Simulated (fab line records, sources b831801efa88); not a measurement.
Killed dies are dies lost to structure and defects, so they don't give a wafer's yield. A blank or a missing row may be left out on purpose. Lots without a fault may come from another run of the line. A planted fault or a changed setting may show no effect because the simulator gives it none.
Which tool did it? | flow gf180mcu | 12 lots, 36 wafers sampled, at 6 steps of a route of 602

WHAT THE GAUGES READ, wafer by wafer
GF_CONTACT_BOW_MEAS_05.
lot  | measured     | on            | CONTACT_BOW (um)
L865 | day 15 15:49 | film_metro-04 | 68 57 70
L869 | day 17 00:49 | film_metro-04 | 60 49 48
L870 | day 17 04:42 | film_metro-01 | 61 63 68
L873 | day 18 10:12 | film_metro-02 | 54 48 60
L875 | day 19 14:38 | film_metro-04 | 65 61 78
L877 | day 20 00:18 | film_metro-04 | 55 52 58
L881 | day 21 07:41 | film_metro-01 | 67 70 65
L882 | day 21 16:56 | film_metro-01 | 59 69 51
L884 | day 22 07:36 | film_metro-01 | 73 63 61
L885 | day 22 14:25 | film_metro-02 | 73 58 58
L886 | day 22 21:21 | film_metro-04 | 62 57 69
L888 | day 23 08:12 | film_metro-04 | 59 59 66

GF_V1_THK_MEAS_01.
lot  | measured     | on            | V1_CVD_00_THK (nm)
L865 | day 17 15:22 | film_metro-03 | 594 599 593
L869 | day 19 03:26 | film_metro-03 | 1178 1194 1205
L870 | day 19 07:16 | film_metro-03 | 1189 1213 1196
L873 | day 20 13:16 | film_metro-01 | 592 598 593
L875 | day 21 18:16 | film_metro-01 | 1215 1212 1213
L877 | day 22 03:52 | film_metro-01 | 594 605 613
L881 | day 23 09:49 | film_metro-01 | 605 608 597
L882 | day 24 02:32 | film_metro-03 | 594 590 598
L884 | day 24 07:27 | film_metro-02 | 609 609 597
L885 | day 24 12:03 | film_metro-01 | 596 601 609
L886 | day 24 20:18 | film_metro-03 | 596 605 587
L888 | day 25 06:38 | film_metro-03 | 609 596 590

GF_V1_BOW_MEAS_05.
lot  | measured     | on            | V1_BOW (um)
L865 | day 17 15:52 | film_metro-03 | 83 75 88
L869 | day 19 03:56 | film_metro-02 | 101 91 90
L870 | day 19 08:07 | film_metro-01 | 113 117 121
L873 | day 20 13:45 | film_metro-01 | 74 68 81
L875 | day 21 18:50 | film_metro-03 | 114 108 125
L877 | day 22 04:22 | film_metro-02 | 72 66 73
L881 | day 23 10:20 | film_metro-03 | 75 77 74
L882 | day 24 03:23 | film_metro-01 | 77 86 69
L884 | day 24 07:57 | film_metro-02 | 91 81 79
L885 | day 24 12:32 | film_metro-03 | 85 71 70
L886 | day 24 20:49 | film_metro-01 | 81 75 87
L888 | day 25 07:08 | film_metro-02 | 79 81 86

WHICH TOOL RAN EACH LOT (tool, then ch and the chambers of the sampled wafers, then the start)
lot  | GF_CONTACT_CVD_02               | GF_M1_SPUTTER_01             | GF_V1_CVD_00
L865 | pecvd-03 ch 0,2, day 15 15:22   | pvd_sputter-02, day 16 15:00 | hdpcvd-01 ch 0,1, day 17 15:17
L869 | pecvd-02 ch 0,1,2, day 17 00:22 | pvd_sputter-01, day 18 01:54 | hdpcvd-02 ch 0,1,2, day 19 03:07
L870 | pecvd-01 ch 0,2, day 17 04:16   | pvd_sputter-03, day 18 05:30 | hdpcvd-01 ch 0,1,2, day 19 06:50
L873 | pecvd-03 ch 0,1,2, day 18 09:46 | pvd_sputter-01, day 19 11:47 | hdpcvd-02 ch 0,1,2, day 20 13:11
L875 | pecvd-03 ch 0,1,2, day 19 14:13 | pvd_sputter-02, day 20 16:29 | hdpcvd-02 ch 0,2, day 21 17:56
L877 | pecvd-02 ch 1,2, day 19 23:52   | pvd_sputter-01, day 21 02:17 | hdpcvd-02 ch 0,1,2, day 22 03:48
L881 | pecvd-03 ch 0,1, day 21 07:13   | pvd_sputter-01, day 22 09:17 | hdpcvd-02 ch 0,1,2, day 23 09:44
L882 | pecvd-03 ch 0,1, day 21 16:28   | pvd_sputter-01, day 22 18:08 | hdpcvd-02 ch 0,1,2, day 24 02:26
L884 | pecvd-01 ch 0,1,2, day 22 07:09 | pvd_sputter-02, day 23 08:47 | hdpcvd-02 ch 0,2, day 24 07:22
L885 | pecvd-03 ch 0,1,2, day 22 13:59 | pvd_sputter-01, day 23 14:31 | hdpcvd-02 ch 1,2, day 24 11:59
L886 | pecvd-03 ch 0,1,2, day 22 20:54 | pvd_sputter-03, day 23 22:02 | hdpcvd-02 ch 0,1,2, day 24 20:14
L888 | pecvd-02 ch 0,1,2, day 23 07:46 | pvd_sputter-02, day 24 07:17 | hdpcvd-01 ch 0,1,2, day 25 06:34
- GF_CONTACT_CVD_02: deposits SiO2 from TEOS, target thk 860 nm, time 95.992 s.
- GF_M1_SPUTTER_01: material TiN, target thk 30 nm, time 25 s.
- GF_V1_CVD_00: deposits SiO2, target thk 600 nm, time 100 s.

WHAT THE TOOLS THEMSELVES READ (means of the sampled wafers that have a number; where no wafer has one, the mark that the record gives instead)
GF_CONTACT_CVD_02.
lot  | tool     | heater_power_outer_w (W) | heater_power_w (W)
L865 | pecvd-03 | 376                      | 677
L869 | pecvd-02 | 405                      | 715
L870 | pecvd-01 | 350                      | 614
L873 | pecvd-03 | 320                      | 568
L875 | pecvd-03 | 354                      | 616
L877 | pecvd-02 | 363                      | 641
L881 | pecvd-03 | 339                      | 570
L882 | pecvd-03 | 334                      | 594
L884 | pecvd-01 | 367                      | 645
L885 | pecvd-03 | 358                      | 621
L886 | pecvd-03 | 288                      | 529
L888 | pecvd-02 | 447                      | 751

GF_M1_SPUTTER_01.
lot  | tool           | chamber_pressure_pa (Pa) | throttle_valve_pct (%)
L865 | pvd_sputter-02 | 0.4007                   | 29.4
L869 | pvd_sputter-01 | 0.3997                   | 30.3
L870 | pvd_sputter-03 | 0.4003                   | 30.3
L873 | pvd_sputter-01 | 0.4001                   | 30.4
L875 | pvd_sputter-02 | 0.4000                   | 29.2
L877 | pvd_sputter-01 | 0.3995                   | 30.1
L881 | pvd_sputter-01 | 0.4007                   | 30.3
L882 | pvd_sputter-01 | 0.4006                   | 30.3
L884 | pvd_sputter-02 | 0.4002                   | 29.1
L885 | pvd_sputter-01 | 0.3998                   | 30.3
L886 | pvd_sputter-03 | 0.3992                   | 30.5
L888 | pvd_sputter-02 | 0.4006                   | 29.3

THE ANSWER, worked out from the rows above alone
Rule: what is usual is taken from the lots themselves. Put in order of their means at a reading, lots are off if they are a third of the lots or fewer, leave a main group of 4 or more, and stand apart from it by a gap of 3 or more times the standard deviation of the main group's means; of several such gaps the widest counts. A main group whose means are all the same, to the digits that the tables above print for the reading, isn't used. A lot without any number at a reading at which 4 lots or more have one is off too. The other lots that the step has rows for count as sound. The gauges are gone through in route order, then the tools' own readings, and for those a lot's mean is taken as printed above. The first step at which some lot is off is used, and at that step the reading that is off furthest; a lot without a number counts as furthest.
Off: L869, L870, L875, at GF_V1_THK_MEAS_01 (V1_CVD_00_THK). The main group: mean 599 nm, standard deviation 4.2.
A tool fits if, at a process step before that reading, it ran every lot that is off, and no sound lot after the first of them. The gauges at GF_V1_THK_MEAS_01 are tried like those tools. None of those tried fits.

WHAT THE SIMULATOR HAD PUT IN
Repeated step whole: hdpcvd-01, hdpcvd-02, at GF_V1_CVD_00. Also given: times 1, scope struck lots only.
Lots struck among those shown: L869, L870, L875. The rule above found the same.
